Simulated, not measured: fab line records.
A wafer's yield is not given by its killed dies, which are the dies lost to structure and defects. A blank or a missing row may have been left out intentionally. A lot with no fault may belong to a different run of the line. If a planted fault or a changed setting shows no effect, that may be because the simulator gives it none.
A lot that was struck, set against a sound lot + flow sky130 + 15 out of 708 route steps
Sound: wafers L263.2, L263.4, L263.5. Struck: wafer L275.4. (L275.1, L275.6 of the same lot were not struck and are left out.) The cause comes at the end.
Each step with rows lists, per side, the tool, then ch with its chambers, then its first start. Under that, the readings that differ: sound wafers + struck wafers + difference of the means + sigmas: that difference in standard deviations of wafers without a fault.
alike: a reading whose means differ by less than 2 such deviations, as well as words and numbers matching on both sides. not compared: withheld readings; readings where some wafer has no value; bounds like >300 that might hide an equal value; numbers whose values overlap and for which the record gives no deviation.
A row with sigmas, a row that says differs or no value, or rows on one side alone: a step with any of these is where the two part. Numbers that have no deviation but don't overlap get no sigmas and don't part them. A reading missing from all wafers of one side parts the sides only when that side holds two or more wafers.

SKY_VIA4_OVL_MEAS_11:
  sound: overlay-02 at day 43 19:19; struck: overlay-02 at day 47 13:23
| reading       | sound       | struck | difference | sigmas |
|---------------|-------------|--------|------------|--------|
| VIA4_OVL (nm) | 4.1 1.6 2.5 | -0.2   | -2.9       | -2     |
then, 1 step without rows for these wafers: SKY_VIA4_ETCH_12 (etches SiO2 in C4F8/O2/Ar, stops on TiN, target depth 580 nm).
SKY_VIA4_STRIP_13: strips in O2/N2.
  sound on plasma-asher-02 ch 0,1, day 43 19:25; struck on plasma-asher-01 ch 0, day 47 13:30
  alike: drypump-motor-current-A, oes-product-au, strip-time-to-endpoint-s
  not compared: rf-hours-counter-h
then, 3 steps without rows for these wafers: SKY_VIA4_STRIP_14 (strips in post etch residue remover, time 1200 s); SKY_VIA4_CLEAN_15 (cleans in IPA, time 180 s); SKY_VIA4_CLEAN_16 (cleans in O3/DIW).
SKY_VIA4_SPUTTER_17: material TiN, target thk 20 nm, time 80 s.
  sound: pvd-sputter-01 at day 43 20:02; struck: pvd-sputter-01 at day 47 14:08
  alike: cathode-dc-power-W, throttle-valve-pct
then, 1 step without rows for these wafers: SKY_VIA4_CVD_18 (deposits W, target thk 505 nm, time 152.14 s).
SKY_VIA4_RS_MEAS_19: uses a four-point probe to measure.
  sound: film-metro-01 at day 43 20:25; struck: film-metro-01 at day 47 14:20
  alike: VIA4_W_RS
SKY_VIA4_THK_MEAS_20: measures by xrf.
  sound: film-metro-01 at day 43 20:31; struck: film-metro-01 at day 47 14:28
  alike: VIA4_W_THK
SKY_VIA4_CMP_21: polishes, stops on SiO2, t overpolish 25 s, target thk 0 nm.
  sound on cmp-02 ch 1,2,3, day 43 20:51; struck on cmp-02 ch 3, day 47 14:33
  alike: motor-current-A, overpolish-run-s, retaining-ring-pressure-frac, time-to-endpoint-s
SKY_METAL5_SPUTTER_00: material Ti, target thk 15 nm, time 10 s.
  sound: pvd-sputter-02 at day 43 21:06; struck: pvd-sputter-04 at day 47 14:51
  alike: cathode-dc-power-W, throttle-valve-pct
SKY_METAL5_SPUTTER_01: material TiN, target thk 20 nm, time 16.7 s.
  sound: pvd-sputter-02 at day 43 21:08; struck: pvd-sputter-04 at day 47 14:52
| reading                                    | sound                | struck | difference | sigmas      |
|--------------------------------------------|----------------------|--------|------------|-------------|
| cathode-dc-power-W (W)                     | 6500.8 6498.4 6501.3 | 7255.4 | +755.2     | +99 or more |
| model.TiN_of_METAL5_SPUTTER_01.thk-nm (nm) | 19.82 19.67 19.79    | 22.14  | +2.38      |             |
  alike: throttle-valve-pct
SKY_METAL5_SPUTTER_02: material AlCu, target thk 1150 nm, time 61.2 s.
  sound: pvd-sputter-02 at day 43 21:09; struck: pvd-sputter-04 at day 47 14:54
  alike: cathode-dc-power-W, throttle-valve-pct
-- the record jumps here: 2 days lie between the struck wafers' starts before and after (it left off in module METAL5 and takes up again in module PAD_OPEN, whose first step shown is number 708 of the route) --
SKY_PAD_OPEN_PROBE_99:
  sound: prober-02 at day 46 18:17; struck: prober-02 at day 50 01:13
  alike: defect-limited-yield, killed_at_M0_to_M3, killed_at_M4_up, killed-at-contacts, killed-at-front-end, killed-at-other, killed-dies, killed-open, killed-short, sort_bin_3_pad_short, sort_bin_5_function, sort_bin_6_memory, sort-n-pass, sort-yield-pct

WHERE THEY PART
First at SKY_VIA4_OVL_MEAS_11; last, within this record, at SKY_METAL5_SPUTTER_01. Later steps at which nothing parts them and some readings are alike: SKY_METAL5_SPUTTER_02, SKY_PAD_OPEN_PROBE_99.

WHY: the cause the simulator had injected
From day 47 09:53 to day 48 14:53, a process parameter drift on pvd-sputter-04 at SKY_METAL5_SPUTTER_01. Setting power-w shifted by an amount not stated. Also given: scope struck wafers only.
